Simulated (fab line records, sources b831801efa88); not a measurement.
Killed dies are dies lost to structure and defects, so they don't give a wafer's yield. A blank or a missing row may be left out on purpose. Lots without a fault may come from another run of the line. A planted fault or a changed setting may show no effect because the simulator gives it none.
A struck lot beside a sound one | flow gf180mcu | 16 steps out of a route of 602
Sound: wafers L655.2, L655.3, L655.4. Struck: wafer L648.2. (L648.3 of the same lot was not struck and is left out.) The cause comes at the end.
At each step with rows: each side's tool, then ch and its chambers, then its first start. Under that, the readings that differ: sound wafers | struck wafers | difference of the means | sigmas: that difference in standard deviations of wafers without a fault.
alike: readings whose means differ by less than 2 such deviations, and words and numbers that are the same on both sides. not compared: withheld readings, readings that some wafer has no value for, bounds like >300 that may hide the same value, and numbers for which the record gives no deviation and whose values overlap.
The two part at a step that has a row with sigmas, a row that says differs or no value, or rows on one side only. Numbers that don't overlap but have no deviation are shown without sigmas and don't part them. A reading that every wafer of one side lacks parts them only if that side has two wafers or more.

GF_TOP_METAL_SPUTTER_04: material TiN, target thk 25 nm, time 20.8 s.
  sound on pvd_sputter-03, day 31 03:58; struck on pvd_sputter-02, day 29 06:08
  alike: throttle_valve_pct
GF_TOP_METAL_RS_MEAS_05: measures by four-point-probe.
  sound on film_metro-01, day 31 04:01; struck on film_metro-01, day 29 06:11
  alike: TOP_METAL_ALCU_RS
GF_TOP_METAL_THK_MEAS_06: measures by xrf.
  sound on film_metro-01, day 31 04:07; struck on film_metro-01, day 29 06:17
  alike: TOP_METAL_ALCU_THK
then, 7 steps without rows for these wafers: GF_TOP_METAL_DEHYDRATE_07 (time 60 s); GF_TOP_METAL_HMDS_08 (prime time 60 s); GF_TOP_METAL_COAT_09 (resist thk 1500 nm); GF_TOP_METAL_SOFTBAKE_10 (time 60 s); GF_TOP_METAL_EXPOSE_11 (exposes mask MetalTop, target cd 440 nm); GF_TOP_METAL_PEB_12; GF_TOP_METAL_DEVELOP_13 (develop time 60 s).
GF_TOP_METAL_CD_MEAS_14: target cd 440 nm.
  sound on cd_sem-01, day 31 20:43; struck on cd_sem-01, day 30 00:43
  alike: cd_nm
GF_TOP_METAL_OVL_MEAS_15:
  sound on overlay-02, day 31 20:50; struck on overlay-01, day 30 00:50
  alike: TOP_METAL_OVL
GF_TOP_METAL_METAL_ETCH_16: etches the open film in Cl2/BCl3, stops on SiO2, target depth 1077.5 nm, time 179.6 s.
  sound on rie_metal-02 ch 0,1, day 31 20:52; struck on rie_metal-01 ch 1, day 30 00:52
  reading                                        | sound                | struck | difference | sigmas
  oes_product_au (a.u.)                          | 0.971 0.963 0.964    | 0.929  | -0.037     | -5
  throttle_valve_pct (%)                         | 28.247 28.272 28.266 | 28.305 | +0.043     | +4
  model.etch.depth_nm (nm)                       | 1023 1009 1022       | 941.4  | -76.6      |
  model.TOP_METAL.feature_depth_nm (nm)          | 1023 1009 1022       | 941.4  | -76.6      |
  model.NOVOLAK_of_TOP_METAL_COAT_09.thk_nm (nm) | 1076 1081 1077       | 1125   | +47        |
  alike: bias_w, drypump_motor_current_A, mfc_cl2_sccm
  not compared: rf_hours_counter_h
GF_TOP_METAL_STRIP_17: strips in O2/N2.
  sound on plasma_asher-04 ch 0,1, day 31 21:05; struck on plasma_asher-04 ch 0, day 30 01:02
  reading                      | sound             | struck | difference | sigmas
  strip_time_to_endpoint_s (s) | 13.52 13.58 13.55 | 14.11  | +0.56      | +6
  alike: drypump_motor_current_A, heater_power_w, oes_product_au
  not compared: rf_hours_counter_h
then, 1 step without rows for these wafers: GF_TOP_METAL_STRIP_18 (strips in post etch residue remover, time 1200 s).
GF_PASSIVATION_PROBE_99:
  sound on prober-01, day 32 16:43; struck on prober-02, day 30 22:16
  reading                                    | sound | struck | difference | sigmas
  model.etest.diode_dnwell_sub.over_limit    | 0 0 0 | 1      | +1         |
  model.etest.met1_comb.over_limit           | 0 0 0 | 1      | +1         |
  model.etest.npoly_u.short                  | 0 0 0 | 1      | +1         |
  model.etest.npoly_sal.short                | 0 0 0 | 1      | +1         |
  model.etest.contact_diode_array.over_limit | 0 0 0 | 1      | +1         |
  model.etest.nmos_3p3_min.short             | 0 0 0 | 1      | +1         |
  model.etest.iso_nwell_nwell.over_limit     | 0 0 0 | 1      | +1         |
  model.etest.diode_nplus_pwell.over_limit   | 0 0 0 | 1      | +1         |

WHERE THEY PART
First at GF_TOP_METAL_METAL_ETCH_16; last, within this record, at GF_TOP_METAL_STRIP_17.

WHY: what the simulator had put in
Process parameter drift: rie_metal-01, from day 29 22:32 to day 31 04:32, at GF_TOP_METAL_METAL_ETCH_16. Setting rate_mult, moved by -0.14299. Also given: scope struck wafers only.
